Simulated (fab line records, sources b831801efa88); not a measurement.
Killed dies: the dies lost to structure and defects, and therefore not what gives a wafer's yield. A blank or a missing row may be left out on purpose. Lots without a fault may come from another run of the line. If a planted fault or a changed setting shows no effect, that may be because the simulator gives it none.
fab line records | flow sky130
[record] lots = 13 | wafers = 38 | last-day = 50
route steps=708 shown CAP2M@616 VIA4@641 PASSIVATION@692 PAD_OPEN@707
lots with no fault: from the same line, run without faults
start-h: start of the lot's first displayed wafer, in hours after the record's first day | wait-h: how many hours have passed since the lot's step before this one | " identical to the entry in the row above | L1.1+2: a single row standing in for several wafers | - no value, or no start given | * or withheld: withheld | < > ~ a bound
route shown NAME@n: a module of which the file shows steps, and the number in the route of the first | usual: mean/standard deviation taken from wafers without a fault | same: alike in all rows | chamber/n: place in a boat | sites: the reading at each site | _std_site: how widely they spread, as a standard deviation | _edge_site: outer sites' mean less inner sites' | radius-mm: how far each site lies from the wafer's centre | mask NAME#n: copy n | behind: the tool/chamber that last shaped the wafer | hold: why the lot was held/for how many hours/how that ended | device: transistor that didn't switch, given as n, p or np | end of line: tests of these same wafers at the route's end | step lacking rows: just its recipe | killed: dies lost to structure and defects at the first sort, not the wafer's yield | map: shows each die of a wafer: x if killed, . if not, _ if none is there
set.NAME: setting as actually run; set.NAME@STEP: the setting as run at that earlier step | model.NAME: the simulator's own value behind a step, which no gauge read
the route's steps for a sample of lots (tables are steps, rows are wafers)
services: the hour from which a tool's chamber was out of use, counted from the record's first day as start-h (under 0 if before that day), plus the number of hours and why
[[steps]]
[step SKY_CAP2M_METAL_ETCH_13]
[recipe] target-depth-nm = 220 | stop-on = SiO2 | chemistry = Cl2/BCl3 | target = TiN | pressure-mtorr = 10 | icp-w = 900 | bias-w = 48.5 | Cl2_flow_sccm = 60 | bcl3-flow-sccm = 30 | time-s = 62.9
[usual] drypump-motor-current-A = 5.83/0.28 | oes-product-au = 0.942/0.0071 | throttle-valve-pct = 21.901/0.01
lot.wafer | tool         | chamber | start-h | wait-h | drypump-motor-current-A | oes-product-au | rf-hours-counter-h | throttle-valve-pct
L264.1    | rie-metal-04 | 1       | 951.54  | 0.0    | 6.31                    | 0.942          | 8                  | 21.916
L264.2    | "            | 0       | "       | "      | 5.42                    | 0.950          | 6                  | 21.908
L264.3    | "            | 0       | "       | "      | 5.40                    | 0.942          | -                  | 21.912
L265.3    | rie-metal-02 | 1       | 956.83  | 0.0    | 5.97                    | 0.933          | -                  | 21.910
L265.5    | "            | 0       | "       | "      | 5.87                    | 0.932          | -                  | 21.912
L265.6    | "            | 1       | "       | "      | 5.97                    | 0.930          | -                  | 21.889
L266.1    | rie-metal-03 | 1       | 975.41  | 0.0    | 5.59                    | 0.949          | 11                 | 21.897
L266.2    | "            | 0       | "       | "      | 5.58                    | 0.950          | 16                 | 21.889
L266.6    | "            | 1       | "       | "      | 5.62                    | 0.942          | -                  | 21.896
L267.2    | rie-metal-02 | 1       | 977.54  | 0.0    | 5.98                    | 0.956          | 13                 | 21.902
L267.4    | "            | 1       | "       | "      | 5.96                    | 0.942          | -                  | 21.891
L267.6    | "            | 0       | "       | "      | 5.88                    | 0.955          | -                  | 21.905
L268.3    | rie-metal-02 | 0       | 1004.66 | 0.0    | 5.88                    | 0.941          | -                  | 21.893
L268.4    | "            | 1       | "       | "      | 5.95                    | 0.936          | -                  | 21.925
L268.6    | "            | 1       | "       | "      | 5.94                    | 0.936          | -                  | 21.903
L270.1    | rie-metal-03 | 1       | 1007.93 | 0.0    | 5.61                    | 0.945          | 12                 | 21.893
L270.3    | "            | 0       | "       | "      | 5.58                    | 0.939          | -                  | 21.924
L270.6    | "            | 1       | "       | "      | 5.62                    | 0.939          | -                  | 21.914
L269.2    | rie-metal-02 | 0       | 1010.36 | 0.0    | 5.87                    | 0.936          | 6                  | 21.898
L269.3    | "            | 1       | "       | "      | 5.96                    | 0.950          | -                  | 21.889
L269.5    | "            | 0       | "       | "      | 5.88                    | 0.940          | -                  | 21.903
L276.1    | rie-metal-03 | 1       | 1034.78 | 0.0    | 5.61                    | 0.954          | 14                 | 21.892
L276.4    | "            | 0       | "       | "      | 5.56                    | 0.951          | -                  | 21.898
L276.6    | "            | 1       | "       | "      | 5.60                    | 0.949          | -                  | 21.890
L278.3    | rie-metal-02 | 1       | 1042.10 | 0.0    | 5.97                    | 0.947          | -                  | 21.892
L278.6    | "            | 0       | "       | "      | 5.87                    | 0.953          | -                  | 21.909
L282.1    | rie-metal-04 | 0       | 1072.59 | 0.0    | 5.41                    | 0.942          | 13                 | 21.909
L282.3    | "            | 1       | "       | "      | 6.33                    | 0.940          | -                  | 21.905
L282.4    | "            | 0       | "       | "      | 5.42                    | 0.937          | -                  | 21.893
L284.3    | rie-metal-02 | 1       | 1080.50 | 0.0    | 5.97                    | 0.932          | -                  | 21.892
L284.4    | "            | 0       | "       | "      | 5.89                    | 0.945          | -                  | 21.908
L284.6    | "            | 1       | "       | "      | 5.95                    | 0.937          | -                  | 21.906
L285.1    | rie-metal-03 | 0       | 1082.54 | 0.0    | 5.58                    | 0.957          | 2                  | 21.884
L285.5    | "            | 0       | "       | "      | 5.56                    | 0.954          | -                  | 21.893
L285.6    | "            | 1       | "       | "      | 5.62                    | 0.958          | -                  | 21.878
L286.1    | rie-metal-03 | 0       | 1092.06 | 0.0    | 5.58                    | 0.939          | 2                  | 21.900
L286.2    | "            | 1       | "       | "      | 5.61                    | 0.943          | 18                 | 21.924
L286.5    | "            | 1       | "       | "      | 5.60                    | 0.946          | -                  | 21.903
[step SKY_VIA4_CMP_02]
[recipe] material = SiO2 | down-force-psi = 4 | platen-rpm = 60 | pad-velocity-m-s = 0.94248
[usual] head-pressure-psi = 4.000/0.0087 | motor-current-A = 12.1/1
lot.wafer | tool   | chamber | start-h | wait-h | head-pressure-psi | motor-current-A
L264.3    | cmp-01 | 2       | 977.69  | 0.3    | 3.983             | 12.8
L264.2    | "      | 3       | "       | "      | 4.006             | 10.6
L264.1    | "      | 0       | "       | "      | 4.005             | 12.6
L265.3    | cmp-01 | 1       | 983.08  | 0.3    | 3.992             | 11.1
L265.6    | "      | 2       | "       | "      | 3.994             | 13.0
L265.5    | "      | 3       | "       | "      | 3.986             | 10.2
L266.2    | cmp-01 | 1       | 1000.87 | 0.3    | 4.000             | 11.1
L266.1    | "      | 3       | "       | "      | 4.006             | 10.0
L266.6    | "      | 0       | "       | "      | 4.005             | 12.3
L267.2    | cmp-02 | 1       | 1002.91 | 0.1    | 4.003             | 12.2
L267.4    | "      | 2       | "       | "      | 4.009             | 12.5
L267.6    | "      | 1       | "       | "      | 3.990             | 13.2
L268.3    | cmp-01 | 1       | 1029.77 | 0.0    | 3.987             | 11.4
L268.4    | "      | 2       | "       | "      | 3.986             | 13.7
L268.6    | "      | 2       | "       | "      | 4.001             | 13.1
L270.3    | cmp-02 | 3       | 1032.80 | 0.0    | 4.002             | 12.2
L270.1    | "      | 2       | "       | "      | 3.997             | 13.2
L270.6    | "      | 0       | "       | "      | 3.975             | 13.8
L269.3    | cmp-01 | 3       | 1034.18 | 0.1    | 4.006             | 10.1
L269.2    | "      | 0       | "       | "      | 3.996             | 12.6
L269.5    | "      | 3       | "       | "      | 4.003             | 10.0
L276.1    | cmp-02 | 0       | 1058.82 | 0.1    | 4.006             | 13.4
L276.4    | "      | 1       | "       | "      | 3.996             | 12.5
L276.6    | "      | 1       | "       | "      | 3.994             | 12.3
L278.3    | cmp-02 | 1       | 1065.72 | 0.1    | 3.985             | 12.6
L278.6    | "      | 0       | "       | "      | 4.012             | 12.7
L282.4    | cmp-01 | 1       | 1095.00 | 0.0    | 4.009             | 10.8
L282.1    | "      | 3       | "       | "      | 4.000             | 10.6
L282.3    | "      | 0       | "       | "      | 4.002             | 12.3
L284.4    | cmp-01 | 1       | 1103.16 | 0.0    | 3.999             | 10.7
L284.3    | "      | 3       | "       | "      | 3.991             | 10.2
L284.6    | "      | 2       | "       | "      | 4.006             | 12.4
L285.1    | cmp-01 | 3       | 1104.78 | 0.1    | 3.995             | 9.5
L285.6    | "      | 2       | "       | "      | 4.010             | 12.6
L285.5    | "      | 3       | "       | "      | 3.994             | 10.5
L286.1    | cmp-02 | 3       | 1114.24 | 0.1    | 3.998             | 12.0
L286.2    | "      | 0       | "       | "      | 3.999             | 12.6
L286.5    | "      | 1       | "       | "      | 3.988             | 13.1
[step SKY_PASSIVATION_ETCH_11]
[recipe] chemistry = CF4/O2 | target-depth-nm = 725 | stop-on = AlCu | source-w = 800 | bias-w = 150 | pressure-mtorr = 150 | cf4-flow-sccm = 80 | O2_flow_sccm = 10 | time-s = 161.1
[usual] drypump-motor-current-A = 5.7/0.46 | oes-product-au = 0.980/0.0071 | throttle-valve-pct = 5.965/0.009
lot.wafer | tool        | chamber | start-h | wait-h | drypump-motor-current-A | oes-product-au | rf-hours-counter-h | throttle-valve-pct
L264.1    | rie-diel-04 | 3       | 1048.99 | -      | 5.7                     | 0.984          | 18                 | 5.976
L264.2    | "           | 1       | "       | "      | 6.1                     | 0.978          | 19                 | 5.981
L264.3    | "           | 0       | "       | "      | 6.3                     | 0.983          | 8                  | 5.954
L265.3    | rie-diel-04 | 1       | 1054.05 | -      | 6.2                     | 0.983          | 20                 | 5.968
L265.5    | "           | 3       | "       | "      | 5.7                     | 0.994          | -                  | 5.972
L265.6    | "           | 2       | "       | "      | 6.0                     | 0.980          | -                  | 5.963
L266.1    | rie-diel-01 | 2       | 1069.84 | -      | 5.7                     | 0.979          | 13                 | 5.968
L266.2    | "           | 3       | "       | "      | 6.0                     | 0.969          | 5                  | 5.958
L266.6    | "           | 0       | "       | "      | 5.7                     | 0.988          | -                  | 5.965
L267.2    | rie-diel-03 | 2       | 1072.25 | -      | 4.9                     | 0.989          | 6                  | 5.940
L267.4    | "           | 1       | "       | "      | 5.3                     | 0.979          | 8                  | 5.956
L267.6    | "           | 0       | "       | "      | 4.7                     | 0.983          | -                  | 5.973
L268.3    | rie-diel-03 | 0       | 1096.60 | -      | 4.7                     | 0.979          | 20                 | 5.943
L268.4    | "           | 2       | "       | "      | 4.9                     | 0.982          | 6                  | 5.959
L268.6    | "           | 3       | "       | "      | 6.4                     | 0.982          | -                  | 5.969
L270.1    | rie-diel-04 | 1       | 1100.10 | -      | 6.1                     | 0.984          | 21                 | 5.976
L270.3    | "           | 2       | "       | "      | 6.0                     | 0.987          | 20                 | 5.959
L270.6    | "           | 3       | "       | "      | 5.8                     | 0.996          | -                  | 5.972
L269.2    | rie-diel-03 | 2       | 1100.82 | -      | 4.9                     | 0.974          | 7                  | 5.960
L269.3    | "           | 0       | "       | "      | 4.7                     | 0.979          | 20                 | 5.972
L269.5    | "           | 3       | "       | "      | 6.4                     | 0.989          | -                  | 5.966
L276.1    | rie-diel-03 | 3       | 1123.64 | -      | 6.4                     | 0.970          | 22                 | 5.967
L276.4    | "           | 1       | "       | "      | 5.4                     | 0.982          | 9                  | 5.952
L276.6    | "           | 0       | "       | "      | 4.7                     | 0.983          | -                  | 5.967
L278.3    | rie-diel-04 | 3       | 1129.50 | -      | 5.7                     | 0.870          | 22                 | 5.927
L278.6    | "           | 0       | "       | "      | 6.2                     | 0.988          | -                  | 5.952
L282.1    | rie-diel-01 | 0       | 1155.40 | -      | 5.7                     | 0.977          | 13                 | 5.967
L282.3    | "           | 3       | "       | "      | 6.0                     | 0.972          | 8                  | 5.958
L282.4    | "           | 2       | "       | "      | 5.7                     | 0.977          | 16                 | 5.989
L284.3    | rie-diel-01 | 2       | 1162.49 | -      | 5.6                     | 0.984          | 16                 | 5.966
L284.4    | "           | 3       | "       | "      | 6.0                     | 0.987          | 9                  | 5.964
L284.6    | "           | 0       | "       | "      | 5.7                     | 0.983          | -                  | 5.949
L285.1    | rie-diel-03 | 1       | 1164.70 | -      | 5.3                     | 0.966          | 11                 | 5.958
L285.5    | "           | 2       | "       | "      | 4.9                     | 0.989          | -                  | 5.983
L285.6    | "           | 3       | "       | "      | 6.4                     | 0.982          | -                  | 5.949
L286.1    | rie-diel-01 | 0       | 1170.35 | -      | 5.7                     | 0.974          | 14                 | 5.987
L286.2    | "           | 3       | "       | "      | 6.0                     | 0.980          | 9                  | 5.955
L286.5    | "           | 0       | "       | "      | 5.6                     | 0.992          | -                  | 5.978
[step SKY_PASSIVATION_STRIP_12]
[recipe] chemistry = O2/N2 | power-w = 1400 | pressure-mtorr = 1500 | platen-temp-c = withheld | overash-fraction = 0.7 | o2-flow-sccm = 3000 | n2-flow-sccm = 300
[usual] drypump-motor-current-A = 5.5/0.39 | oes-product-au = 0.661/0.0044 | strip-time-to-endpoint-s = 31.44/0.12
[same] overash-fraction = 0.7
lot.wafer | tool            | chamber | start-h | wait-h | drypump-motor-current-A | oes-product-au | rf-hours-counter-h | strip-time-to-endpoint-s
L264.1    | plasma-asher-04 | 1       | 1049.10 | 0.1    | 5.6                     | 0.662          | 117                | 31.52
L264.2    | "               | 0       | "       | "      | 6.1                     | 0.663          | 117                | 31.45
L264.3    | "               | 0       | "       | "      | 6.1                     | 0.659          | -                  | 31.48
L265.3    | plasma-asher-04 | 0       | 1054.19 | 0.1    | 6.1                     | 0.659          | -                  | 31.33
L265.5    | "               | 1       | "       | "      | 5.6                     | 0.659          | -                  | 31.35
L265.6    | "               | 0       | "       | "      | 6.1                     | 0.651          | -                  | 31.37
L266.1    | plasma-asher-02 | 0       | 1069.95 | 0.1    | 5.6                     | 0.652          | 31                 | 31.28
L266.2    | "               | 1       | "       | "      | 5.1                     | 0.661          | 31                 | 31.41
L266.6    | "               | 0       | "       | "      | 5.6                     | 0.653          | -                  | 31.16
L267.2    | plasma-asher-03 | 1       | 1072.36 | 0.1    | 4.9                     | 0.660          | 98                 | 31.44
L267.4    | "               | 0       | "       | "      | 5.4                     | 0.663          | -                  | 31.56
L267.6    | "               | 0       | "       | "      | 5.4                     | 0.653          | -                  | 31.69
L268.3    | plasma-asher-04 | 0       | 1096.74 | 0.1    | 6.1                     | 0.663          | -                  | 31.54
L268.4    | "               | 1       | "       | "      | 5.6                     | 0.658          | -                  | 31.52
L268.6    | "               | 1       | "       | "      | 5.6                     | 0.665          | -                  | 31.52
L270.1    | plasma-asher-02 | 0       | 1100.21 | 0.1    | 5.6                     | 0.656          | 34                 | 31.45
L270.3    | "               | 1       | "       | "      | 5.1                     | 0.660          | -                  | 31.67
L270.6    | "               | 0       | "       | "      | 5.6                     | 0.651          | -                  | 31.59
L269.2    | plasma-asher-03 | 0       | 1100.93 | 0.1    | 5.4                     | 0.663          | 101                | 31.45
L269.3    | "               | 0       | "       | "      | 5.4                     | 0.659          | -                  | 31.60
L269.5    | "               | 0       | "       | "      | 5.4                     | 0.668          | -                  | 31.64
L276.1    | plasma-asher-02 | 0       | 1123.75 | 0.1    | 5.6                     | 0.657          | 36                 | 31.43
L276.4    | "               | 1       | "       | "      | 5.2                     | 0.658          | -                  | 31.45
L276.6    | "               | 0       | "       | "      | 5.6                     | 0.657          | -                  | 31.51
L278.3    | plasma-asher-04 | 1       | 1129.64 | 0.1    | 5.7                     | 0.667          | -                  | 32.61
L278.6    | "               | 1       | "       | "      | 5.7                     | 0.669          | -                  | 31.34
L282.1    | plasma-asher-02 | 0       | 1155.51 | 0.1    | 5.7                     | 0.657          | 39                 | 31.24
L282.3    | "               | 1       | "       | "      | 5.1                     | 0.668          | -                  | 31.55
L282.4    | "               | 0       | "       | "      | 5.6                     | 0.667          | -                  | 31.48
L284.3    | plasma-asher-03 | 0       | 1162.63 | 0.1    | 5.4                     | 0.668          | -                  | 31.54
L284.4    | "               | 1       | "       | "      | 5.0                     | 0.659          | -                  | 31.57
L284.6    | "               | 0       | "       | "      | 5.5                     | 0.655          | -                  | 31.51
L285.1    | plasma-asher-02 | 0       | 1164.81 | 0.1    | 5.6                     | 0.665          | 41                 | 31.48
L285.5    | "               | 0       | "       | "      | 5.6                     | 0.658          | -                  | 31.39
L285.6    | "               | 1       | "       | "      | 5.2                     | 0.659          | -                  | 31.48
L286.1    | plasma-asher-03 | 0       | 1170.46 | 0.1    | 5.5                     | 0.654          | 108                | 31.32
L286.2    | "               | 1       | "       | "      | 4.9                     | 0.657          | 108                | 31.61
L286.5    | "               | 1       | "       | "      | 4.9                     | 0.664          | -                  | 31.40
[step SKY_PAD_OPEN_BOW_MEAS_13]
[recipe] mode = bow
[usual] PAD_OPEN_BOW = 49/8.9
lot.wafer | tool          | chamber | start-h | wait-h | PAD_OPEN_BOW[um]
L264.1    | film-metro-01 | -       | 1072.47 | -      | 45
L264.2    | "             | -       | "       | "      | 51
L264.3    | "             | -       | "       | "      | 48
L265.3    | film-metro-01 | -       | 1077.82 | -      | 55
L265.5    | "             | -       | "       | "      | 62
L265.6    | "             | -       | "       | "      | 53
L266.1    | film-metro-01 | -       | 1093.15 | -      | 33
L266.2    | "             | -       | "       | "      | 29
L266.6    | "             | -       | "       | "      | 39
L267.2    | film-metro-01 | -       | 1094.77 | -      | 52
L267.4    | "             | -       | "       | "      | 43
L267.6    | "             | -       | "       | "      | 59
L268.3    | film-metro-03 | -       | 1118.77 | -      | 43
L268.4    | "             | -       | "       | "      | 42
L268.6    | "             | -       | "       | "      | 43
L270.1    | film-metro-02 | -       | 1122.89 | -      | 54
L270.3    | "             | -       | "       | "      | 54
L270.6    | "             | -       | "       | "      | 56
L269.2    | film-metro-01 | -       | 1124.04 | -      | 48
L269.3    | "             | -       | "       | "      | 38
L269.5    | "             | -       | "       | "      | 46
L276.1    | film-metro-01 | -       | 1144.49 | -      | 57
L276.4    | "             | -       | "       | "      | 55
L276.6    | "             | -       | "       | "      | 38
L278.6    | film-metro-01 | -       | 1150.64 | -      | 50
L282.1    | film-metro-03 | -       | 1174.47 | -      | 39
L282.3    | "             | -       | "       | "      | 21
L282.4    | "             | -       | "       | "      | 37
L284.3    | film-metro-01 | -       | 1181.31 | -      | 59
L284.4    | "             | -       | "       | "      | 49
L284.6    | "             | -       | "       | "      | 52
L285.1    | film-metro-03 | -       | 1184.26 | -      | 56
L285.5    | "             | -       | "       | "      | 62
L285.6    | "             | -       | "       | "      | 56
L286.1    | film-metro-02 | -       | 1188.69 | -      | 54
L286.2    | "             | -       | "       | "      | 56
L286.5    | "             | -       | "       | "      | 68
[[services]]
tool            | chamber | start-h | hours | kind
rie-metal-03    | 1       | 933.70  | 7.2   | repair
rie-metal-03    | -       | 937.68  | 2.8   | pm
plasma-asher-02 | -       | 958.20  | 0.5   | repair
rie-diel-01     | -       | 961.77  | 0.5   | repair
rie-metal-02    | 1       | 969.27  | 1.8   | repair
rie-metal-03    | 1       | 980.39  | 20.4  | repair
cmp-02          | -       | 994.74  | 6.1   | pm
rie-diel-03     | -       | 995.79  | 3.9   | repair
plasma-asher-02 | -       | 996.90  | 28.1  | pm
cmp-02          | -       | 1014.51 | 2.5   | repair
rie-diel-03     | 2       | 1039.05 | 7.4   | repair
cmp-02          | -       | 1068.86 | 0.3   | repair
cmp-01          | -       | 1076.72 | 0.4   | repair
cmp-01          | -       | 1081.59 | 4.0   | pm
rie-metal-03    | -       | 1081.76 | 0.7   | repair
plasma-asher-02 | -       | 1082.03 | 0.9   | repair
cmp-02          | -       | 1091.41 | 5.5   | repair
cmp-02          | -       | 1101.00 | 1.1   | repair
rie-metal-03    | 1       | 1123.01 | 1.9   | repair
cmp-01          | -       | 1135.68 | 1.6   | repair
plasma-asher-02 | -       | 1143.23 | 0.8   | repair
plasma-asher-02 | -       | 1153.63 | 0.9   | repair
rie-metal-02    | -       | 1156.79 | 1.4   | pm
cmp-01          | -       | 1167.96 | 2.6   | repair
[[key]]
[first-sign] step = SKY_PASSIVATION_ETCH_11 | reading = oes-product-au | direction = down | sigmas = 16 | usual = 0.980 | struck = 0.870
[effect] step = SKY_PASSIVATION_ETCH_11 | reading = throttle-valve-pct | direction = down | sigmas = 4.3 | usual = 5.965 | struck = 5.927
[effect] step = SKY_PASSIVATION_STRIP_12 | reading = strip-time-to-endpoint-s | direction = up | sigmas = 9.6 | usual = * | struck = *
met-at SKY_PASSIVATION_ETCH_11
struck-lots L278
struck-wafers L278.3
later-rows-left-out L278.3
sort-left-out L278.3
not-acting-at SKY_CAP2M_METAL_ETCH_13,SKY_VIA4_CMP_02,SKY_PAD_OPEN_BOW_MEAS_13
onset-between 1100.10 1129.50
[fault] kind = process-parameter-drift | tool = rie-diel-04 | chamber = - | onset-h = 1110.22 | steps = SKY_PASSIVATION_ETCH_11 | channel = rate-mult | offset = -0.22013 | shape = step | end-h = 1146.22 | scope = struck-wafers-only
// sort-left-out: the simulated sort isn't trusted on such a fault, so these wafers' sort isn't shown, and their yield isn't known
// later-rows-left-out: the simulator's readings of these wafers behind a module that went badly wrong aren't trusted and aren't shown, but for the sort
